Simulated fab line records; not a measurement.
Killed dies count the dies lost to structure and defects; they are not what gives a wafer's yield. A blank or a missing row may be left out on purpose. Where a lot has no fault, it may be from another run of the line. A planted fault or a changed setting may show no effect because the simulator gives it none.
fab line records    flow sky130
record lots=13  wafers=39  last_day=50
route steps=708 shown FIELD_ISO@1 DNWELL@44 VT_ADJUST_HVTP@88 SONOS_ONO@173 PAD_OPEN@708
lots that met no fault: from a run of the same line without faults
start_h: hours from the record's opening day to when the first of the lot's shown wafers began    wait_h: time in hours since the lot's previous step    " unchanged from the row above    L1.1+2: a row that stands for several wafers    - no value, or no start was given    * or withheld: withheld    < > ~ a bound
route shown NAME@n: NAME is a module with steps in the file, n the number in the route of the first one    usual: the fault-free wafers' mean and standard deviation    same: alike in all rows    chamber/n: place in a boat    sites: readings site by site    _std_site: how widely they spread, as a standard deviation    _edge_site: inner sites' mean taken away from outer sites' mean    radius_mm: how far each site lies from the wafer's centre    mask NAME#n: copy n    behind: tool/chamber where the wafer was last shaped    hold: reason for holding the lot/hours on hold/outcome of the hold    device: whichever transistor did not switch (one of n, p or np)    end of line: tests run on the same wafers once the route is complete    a step without rows: its recipe alone    killed: not the wafer's yield, but the dies lost to structure and defects at the first sort    map: shows each die of a wafer: x if killed, . if not, _ if none is there
set.NAME: the setting the step ran with; set.NAME@STEP: the setting that earlier step ran with    model.NAME: the simulator's own value behind a step, which no gauge read
a sample of lots followed through the steps of the route, with each step as a table and each wafer as a row
services: the hour from which a tool's chamber was out of use, counted from the record's first day as start_h (under 0 if before that day), plus the number of hours and why
## steps
# step SKY_FIELD_ISO_BOW_MEAS_00
# recipe mode=bow
# usual INCOMING_BOW=0/5.7
lot.wafer  tool           chamber  start_h  wait_h  INCOMING_BOW[um]
L581.2     film_metro-01  -        10.02    -       -3
L581.4     "              -        "        "       10
L581.5     "              -        "        "       0
L582.1     film_metro-01  -        15.00    -       0
L582.2     "              -        "        "       -7
L582.4     "              -        "        "       6
L583.1     film_metro-02  -        20.00    -       -5
L583.2     "              -        "        "       -5
L583.5     "              -        "        "       -2
L584.1     film_metro-02  -        25.00    -       -9
L584.3     "              -        "        "       -5
L584.4     "              -        "        "       1
L585.1     film_metro-02  -        30.00    -       -4
L585.3     "              -        "        "       8
L585.6     "              -        "        "       4
L586.1     film_metro-02  -        35.00    -       3
L586.3     "              -        "        "       -4
L586.6     "              -        "        "       -6
L591.2     film_metro-02  -        60.02    -       9
L591.3     "              -        "        "       0
L591.5     "              -        "        "       2
L596.1     film_metro-02  -        85.00    -       8
L596.2     "              -        "        "       -6
L596.3     "              -        "        "       3
L598.2     film_metro-02  -        95.02    -       -2
L598.4     "              -        "        "       -9
L598.6     "              -        "        "       8
L600.3     film_metro-04  -        105.04   -       8
L600.4     "              -        "        "       -2
L600.6     "              -        "        "       5
L602.2     film_metro-04  -        115.02   -       -1
L602.3     "              -        "        "       11
L602.6     "              -        "        "       -1
L603.2     film_metro-01  -        120.02   -       5
L603.4     "              -        "        "       -3
L603.6     "              -        "        "       2
L604.1     film_metro-01  -        125.00   -       -1
L604.3     "              -        "        "       -7
L604.4     "              -        "        "       -1
# step SKY_DNWELL_TW_MEAS_09
# usual DNWELL_TW=1123/7
lot.wafer  tool           chamber  start_h  wait_h  DNWELL_TW
L581.2     film_metro-02  -        53.50    0.1     1113
L581.4     "              -        "        "       1110
L581.5     "              -        "        "       1119
L582.1     film_metro-03  -        57.00    0.1     1128
L582.2     "              -        "        "       1129
L582.4     "              -        "        "       1124
L583.1     film_metro-03  -        66.45    0.1     1128
L583.2     "              -        "        "       1126
L583.5     "              -        "        "       1120
L584.1     film_metro-04  -        66.49    0.1     1130
L584.3     "              -        "        "       1133
L584.4     "              -        "        "       1127
L585.1     film_metro-02  -        75.14    0.1     1103
L585.3     "              -        "        "       1107
L585.6     "              -        "        "       1109
L586.1     film_metro-04  -        77.84    0.1     1126
L586.3     "              -        "        "       1122
L586.6     "              -        "        "       1122
L591.2     film_metro-04  -        109.66   0.1     1124
L591.3     "              -        "        "       1132
L591.5     "              -        "        "       1126
L596.1     film_metro-03  -        134.95   0.1     1127
L596.2     "              -        "        "       1124
L596.3     "              -        "        "       1131
L598.2     film_metro-04  -        146.15   0.1     1128
L598.4     "              -        "        "       1133
L598.6     "              -        "        "       1128
L600.3     film_metro-04  -        154.96   0.1     1120
L600.4     "              -        "        "       1117
L600.6     "              -        "        "       1120
L602.2     film_metro-02  -        166.09   0.1     1115
L602.3     "              -        "        "       1110
L602.6     "              -        "        "       1105
L603.2     film_metro-02  -        170.61   0.1     1120
L603.4     "              -        "        "       1126
L603.6     "              -        "        "       1122
L604.1     film_metro-04  -        179.94   0.1     1131
L604.3     "              -        "        "       1128
L604.4     "              -        "        "       1125
# step SKY_VT_ADJUST_HVTP_SOFTBAKE_03
# recipe temp_c=90  time_s=60  resist=NOVOLAK
# usual run_length_s=89.35/0.19
lot.wafer  tool            chamber  start_h  wait_h  run_length_s
L581.2     litho_track-02  0        114.26   0.1     89.45
L581.4     "               0        "        "       89.36
L581.5     "               0        "        "       89.53
L582.1     litho_track-01  0        118.99   0.1     89.26
L582.2     "               0        "        "       89.43
L582.4     "               0        "        "       89.28
L583.1     litho_track-02  0        129.43   0.1     89.44
L583.2     "               0        "        "       89.37
L583.5     "               0        "        "       89.43
L584.1     litho_track-04  0        129.99   0.1     89.22
L584.3     "               0        "        "       89.14
L584.4     "               0        "        "       89.05
L585.1     litho_track-01  0        139.34   0.1     89.32
L585.3     "               0        "        "       89.47
L585.6     "               0        "        "       89.52
L586.1     litho_track-02  0        142.43   0.1     89.36
L586.3     "               0        "        "       89.40
L586.6     "               0        "        "       89.58
L591.2     litho_track-04  0        180.71   0.1     89.06
L591.3     "               0        "        "       89.07
L591.5     "               0        "        "       89.06
L596.1     litho_track-04  0        208.13   0.1     122.25
L596.2     "               0        "        "       122.30
L596.3     "               0        "        "       122.35
L598.2     litho_track-04  0        221.46   0.1     122.44
L598.4     "               0        "        "       122.62
L598.6     "               0        "        "       122.37
L600.3     litho_track-01  0        230.74   0.1     89.42
L600.4     "               0        "        "       89.25
L600.6     "               0        "        "       89.32
L602.2     litho_track-01  0        242.32   0.1     89.24
L602.3     "               0        "        "       89.31
L602.6     "               0        "        "       89.33
L603.2     litho_track-02  0        247.91   0.1     89.47
L603.4     "               0        "        "       89.42
L603.6     "               0        "        "       89.64
L604.1     litho_track-01  0        262.94   0.1     89.34
L604.3     "               0        "        "       89.57
L604.4     "               0        "        "       89.25
# step SKY_VT_ADJUST_HVTP_STRIP_10
# recipe chemistry=O2/N2  power_w=1400  pressure_mtorr=1500  platen_temp_c=withheld  o2_flow_sccm=3000  n2_flow_sccm=300  overash_fraction=0.5
# usual drypump_motor_current_A=5.5/0.54  oes_product_au=0.715/0.005  strip_time_to_endpoint_s=14.19/0.041
lot.wafer  tool             chamber  start_h  wait_h  drypump_motor_current_A  oes_product_au  rf_hours_counter_h  strip_time_to_endpoint_s
L581.2     plasma_asher-03  0        123.64   0.1     5.6                      0.713           1                   14.16
L581.4     "                0        "        "       5.6                      0.720           -                   14.21
L581.5     "                1        "        "       5.6                      0.718           -                   14.19
L582.1     plasma_asher-04  0        128.69   0.1     4.7                      0.706           31                  14.21
L582.2     "                1        "        "       5.4                      0.721           31                  14.21
L582.4     "                0        "        "       4.7                      0.714           -                   14.28
L583.1     plasma_asher-04  0        139.14   0.1     4.7                      0.710           32                  14.13
L583.2     "                1        "        "       5.4                      0.718           32                  14.17
L583.5     "                0        "        "       4.7                      0.714           -                   14.12
L584.1     plasma_asher-04  0        140.10   0.1     4.7                      0.710           32                  14.14
L584.3     "                0        "        "       4.7                      0.710           -                   14.17
L584.4     "                1        "        "       5.4                      0.708           -                   14.18
L585.1     plasma_asher-04  1        149.84   0.1     5.4                      0.716           33                  14.22
L585.3     "                0        "        "       4.8                      0.710           -                   14.21
L585.6     "                1        "        "       5.4                      0.713           -                   14.21
L586.1     plasma_asher-03  0        152.95   0.1     5.6                      0.723           3                   14.13
L586.3     "                1        "        "       5.5                      0.714           -                   14.14
L586.6     "                1        "        "       5.5                      0.715           -                   14.10
L591.2     plasma_asher-04  1        191.99   0.1     5.4                      0.719           37                  14.17
L591.3     "                0        "        "       4.7                      0.713           -                   14.14
L591.5     "                0        "        "       4.7                      0.716           -                   14.17
L596.1     plasma_asher-03  0        219.39   0.1     5.6                      0.719           10                  14.10
L596.2     "                1        "        "       5.5                      0.714           10                  14.10
L596.3     "                0        "        "       5.6                      0.724           -                   14.08
L598.2     plasma_asher-02  0        232.99   0.1     6.6                      0.709           56                  14.06
L598.4     "                0        "        "       6.6                      0.718           -                   14.10
L598.6     "                1        "        "       6.1                      0.718           -                   14.04
L600.3     plasma_asher-03  1        242.18   0.1     5.5                      0.715           -                   14.21
L600.4     "                0        "        "       5.6                      0.711           -                   14.21
L600.6     "                1        "        "       5.5                      0.713           -                   14.21
L602.2     plasma_asher-04  0        253.79   0.1     4.7                      0.714           44                  14.20
L602.3     "                1        "        "       5.3                      0.709           -                   14.21
L602.6     "                0        "        "       4.7                      0.708           -                   14.28
L603.2     plasma_asher-03  0        259.75   0.1     5.6                      0.713           14                  14.16
L603.4     "                1        "        "       5.5                      0.712           -                   14.16
L603.6     "                1        "        "       5.5                      0.722           -                   14.09
L604.1     plasma_asher-02  1        275.59   0.1     6.1                      0.716           60                  14.13
L604.3     "                0        "        "       6.6                      0.723           -                   14.15
L604.4     "                1        "        "       6.1                      0.715           -                   14.14
# step SKY_SONOS_ONO_THK_MEAS_05
# recipe reads=SiO2_of_SONOS_ONO_CVD_04
# usual SONOS_ONO_CVD_04_THK=5.67/0.13
lot.wafer  tool           chamber  start_h  wait_h  SONOS_ONO_CVD_04_THK[nm]
L581.2     film_metro-02  -        256.91   0.0     5.46
L581.4     "              -        "        "       5.57
L581.5     "              -        "        "       5.39
L582.1     film_metro-04  -        263.66   0.0     5.50
L582.2     "              -        "        "       5.58
L582.4     "              -        "        "       5.48
L583.1     film_metro-02  -        276.95   0.0     5.50
L583.2     "              -        "        "       5.56
L583.5     "              -        "        "       5.69
L584.1     film_metro-01  -        278.30   0.0     5.78
L584.3     "              -        "        "       5.72
L584.4     "              -        "        "       5.76
L585.1     film_metro-01  -        288.87   0.0     5.72
L585.3     "              -        "        "       5.92
L585.6     "              -        "        "       5.63
L586.1     film_metro-04  -        292.06   0.0     5.62
L586.3     "              -        "        "       5.70
L586.6     "              -        "        "       5.70
L591.2     film_metro-04  -        343.18   0.0     5.62
L591.3     "              -        "        "       5.67
L591.5     "              -        "        "       5.61
L596.1     film_metro-01  -        378.84   0.0     5.59
L596.2     "              -        "        "       5.57
L596.3     "              -        "        "       5.54
L598.2     film_metro-04  -        399.73   0.0     5.57
L598.4     "              -        "        "       5.52
L598.6     "              -        "        "       5.66
L600.3     film_metro-01  -        409.19   0.0     5.50
L600.4     "              -        "        "       5.40
L600.6     "              -        "        "       5.52
L602.2     film_metro-04  -        426.22   0.0     5.43
L602.3     "              -        "        "       5.38
L602.6     "              -        "        "       5.43
L603.2     film_metro-02  -        430.43   0.0     5.62
L603.4     "              -        "        "       5.75
L603.6     "              -        "        "       5.65
L604.1     film_metro-01  -        446.90   0.0     5.87
L604.3     "              -        "        "       5.75
L604.4     "              -        "        "       5.74
# step SKY_PAD_OPEN_PROBE_99
# usual killed_at_M0_to_M3=42/7.6  killed_at_M4_up=2.9/1.7  killed_at_contacts=24/5.1  killed_at_front_end=15/4  killed_at_other=0.2/0.38  killed_dies=84/9.9  killed_on_rim=16/4  killed_open=46/7.2  killed_short=38/6.6
# same gross_dies=492  killed_at_back_side=0
lot.wafer  tool       chamber  start_h  wait_h  killed_at_M0_to_M3  killed_at_M4_up  killed_at_contacts  killed_at_front_end  killed_at_other  killed_dies  killed_on_rim  killed_open  killed_short
L591.2     prober-02  -        1141.96  0.1     50                  3                37                  13                   0                103          18             58           45
L591.3     prober-02  -        1142.01  0.2     30                  1                24                  10                   0                65           14             40           25
L591.5     prober-02  -        1142.11  0.2     50                  4                23                  12                   0                89           17             60           29
# killed by level:class
L591.2 CONTACT:geometric_particle:open=18 VIA2:geometric_particle:open=10 LI_CONTACT:geometric_particle:open=8 VIA1:geometric_particle:open=8 VIA1:geometric_particle:short=8 METAL2:geometric_particle:short=7 METAL1:geometric_particle:short=6 LI_CONTACT:geometric_particle:short=4
L591.3 CONTACT:geometric_particle:open=9 VIA1:geometric_particle:open=8 LI_CONTACT:geometric_particle:open=5 VIA3:geometric_particle:open=5 POLY_GATE:geometric_particle:short=4 CONTACT:geometric_particle:short=4 LOCAL_INTERCONNECT:geometric_particle:short=3 METAL1:geometric_particle:short=3
L591.5 VIA1:geometric_particle:open=13 CONTACT:geometric_particle:open=9 VIA2:geometric_particle:open=8 VIA3:geometric_particle:open=8 POLY_GATE:geometric_particle:open=6 LI_CONTACT:geometric_particle:open=5 CONTACT:geometric_particle:short=5 METAL1:geometric_particle:short=5
## services
tool             chamber  start_h  hours  kind
plasma_asher-03  -        92.59    10.3   repair
plasma_asher-03  -        108.75   9.0    pm
plasma_asher-03  0        108.75   9.0    vent_cycle
plasma_asher-03  1        108.75   9.0    vent_cycle
plasma_asher-03  0        117.75   -      clean
plasma_asher-03  1        117.75   -      clean
plasma_asher-02  -        213.26   2.0    repair
## key
first_sign step=SKY_VT_ADJUST_HVTP_SOFTBAKE_03  reading=run_length_s  direction=up  sigmas=99+  usual=*  struck=*
effect step=SKY_VT_ADJUST_HVTP_STRIP_10  reading=strip_time_to_endpoint_s  direction=down  sigmas=2.6  usual=*  struck=*
met_at SKY_VT_ADJUST_HVTP_SOFTBAKE_03
struck_lots L596,L598
tester_left_out L596,L598
not_acting_at SKY_FIELD_ISO_BOW_MEAS_00,SKY_DNWELL_TW_MEAS_09,SKY_SONOS_ONO_THK_MEAS_05
onset_between 180.71 208.13
fault kind=process_parameter_drift  tool=litho_track-04  chamber=-  onset_h=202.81  steps=SKY_VT_ADJUST_HVTP_SOFTBAKE_03  channel=time_s  offset=*  shape=step  end_h=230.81  acts_in=*  stated=*
# tester_left_out: of these lots the tester's yield and bins aren't shown, on N5 and GAA mostly nor the transistor test; their killed dies are dies lost to structure and defects alone, not to doping, threshold or leakage, so they don't give the yield
